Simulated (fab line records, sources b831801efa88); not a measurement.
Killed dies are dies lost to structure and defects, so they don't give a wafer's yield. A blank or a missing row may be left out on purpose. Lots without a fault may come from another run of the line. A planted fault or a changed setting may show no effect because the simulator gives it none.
A struck lot beside a sound one | flow gf180mcu | 15 steps out of a route of 602
Sound: wafers L304.2, L304.3, L304.5. Struck: wafers L324.3, L324.4, L324.5. The cause comes at the end.
At each step with rows: each side's tool, then ch and its chambers, then its first start. Under that, the readings that differ: sound wafers | struck wafers | difference of the means | sigmas: that difference in standard deviations of wafers without a fault.
alike: readings whose means differ by less than 2 such deviations, and words and numbers that are the same on both sides. not compared: withheld readings, readings that some wafer has no value for, bounds like >300 that may hide the same value, and numbers for which the record gives no deviation and whose values overlap.
The two part at a step that has a row with sigmas, a row that says differs or no value, or rows on one side only. Numbers that don't overlap but have no deviation are shown without sigmas and don't part them. A reading that every wafer of one side lacks parts them only if that side has two wafers or more.

GF_NSD_STRIP_11: strips in O2/N2.
  sound on plasma_asher-02 ch 0,1, day 13 10:01; struck on plasma_asher-01 ch 0,1, day 20 03:25
  alike: drypump_motor_current_A, heater_power_w, o2_flow_sccm, oes_product_au, platen_temp_c, strip_time_to_endpoint_s
  not compared: rf_hours_counter_h
GF_NSD_TW_MEAS_12:
  sound on film_metro-02, day 13 10:07; struck on film_metro-03, day 20 03:30
  alike: NSD_TW
then, 7 steps without rows for these wafers: GF_PSD_DEHYDRATE_00 (time 60 s); GF_PSD_HMDS_01 (prime time 60 s); GF_PSD_COAT_02 (resist thk 1000 nm); GF_PSD_SOFTBAKE_03 (time 60 s); GF_PSD_EXPOSE_04 (exposes mask Pplus, target cd 400 nm); GF_PSD_PEB_05; GF_PSD_DEVELOP_06 (develop time 60 s).
GF_PSD_CD_MEAS_07: target cd 400 nm.
  sound on cd_sem-01, day 14 06:17; struck on cd_sem-02, day 21 03:12
  alike: cd_nm
GF_PSD_OVL_MEAS_08:
  sound on overlay-02, day 14 06:23; struck on overlay-01, day 21 03:17
  alike: PSD_OVL
then, 1 step without rows for these wafers: GF_PSD_IMPLANT_09.
GF_PSD_STRIP_10: strips in O2/N2.
  sound on plasma_asher-03 ch 0,1, day 14 06:34; struck on plasma_asher-04 ch 0,1, day 21 03:30
  reading                      | sound             | struck            | difference | sigmas
  o2_flow_sccm (sccm)          | 3016 2992 3004    | 3598 3599 3607    | +597       | +73
  strip_time_to_endpoint_s (s) | 16.69 16.74 16.71 | 16.47 16.42 16.48 | -0.26      | -7
  alike: drypump_motor_current_A, heater_power_w, oes_product_au, platen_temp_c
  not compared: rf_hours_counter_h
GF_PSD_TW_MEAS_11:
  sound on film_metro-02, day 14 06:41; struck on film_metro-04, day 21 03:35
  alike: PSD_TW
then, 1 step without rows for these wafers: GF_PASSIVATION_PROBE_99.

WHERE THEY PART
Only at GF_PSD_STRIP_10, within this record. Later steps at which nothing parts them and some readings are alike: GF_PSD_TW_MEAS_11.

WHY: what the simulator had put in
Process parameter drift: plasma_asher-04, from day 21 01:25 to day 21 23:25, at GF_PSD_STRIP_10. Setting o2_flow_sccm, moved by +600, from 3000. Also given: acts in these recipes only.
